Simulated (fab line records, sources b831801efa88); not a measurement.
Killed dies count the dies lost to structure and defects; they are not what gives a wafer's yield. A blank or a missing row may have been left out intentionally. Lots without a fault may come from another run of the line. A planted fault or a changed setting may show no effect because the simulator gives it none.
Matching of chambers -- flow sky130 -- pecvd-04 running SKY_CAP2M_CVD_00: 3 sister chambers
The step deposits SiO2, target thk 15.5 nm. 6 wafers are shown with their chamber, then 9 later ones without.

== EACH WAFER AND ITS CHAMBER ==
wafer,chamber,heater_power_w (W),susceptor_temp_C (C)
L080.6,1,661,399.93
L083.2,2,654,399.99
L083.5,1,668,399.86
L085.1,0,726,400.00
L085.5,0,715,400.23
L085.6,2,664,400.02

== WAFERS MISSING THEIR CHAMBER ==
wafer,heater_power_w (W),susceptor_temp_C (C)
L090.2,611,399.98
L090.3,637,400.05
L090.5,625,399.84
L096.1,655,399.72
L096.3,632,400.39
L096.4,659,400.19
L097.1,634,399.91
L097.3,663,399.63
L097.4,637,399.89

== WHICH CHAMBER EACH WENT THROUGH ==
wafer,from the rows above,in truth
L090.2,can't be placed: 2 or 1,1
L090.3,can't be placed: 2 or 1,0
L090.5,can't be placed: 2 or 1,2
L096.1,can't be placed: 1 or 2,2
L096.3,can't be placed: 2 or 1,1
L096.4,can't be placed: 2 or 1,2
L097.1,can't be placed: 2 or 1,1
L097.3,can't be placed: 1 or 2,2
L097.4,can't be placed: 2 or 1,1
Correctly placed: 0 of 9. These rows do not allow placing 9 (true chamber among the candidates in 8). 0 placed wrongly.
How it was worked out, from the rows above alone: a wafer's distance from a chamber is the root of the sum, over the readings, of the square of ((its reading less the chamber's mean) divided by the reading's scatter). If the next closest chamber is less than 2 further off than the closest, the wafer can't be placed; otherwise it belongs to the closest. A chamber's mean is the mean of its shown wafers. The scatter: the root of (the sum of the squares of (reading less its chamber's mean) over the shown wafers, divided by (wafers less chambers)).
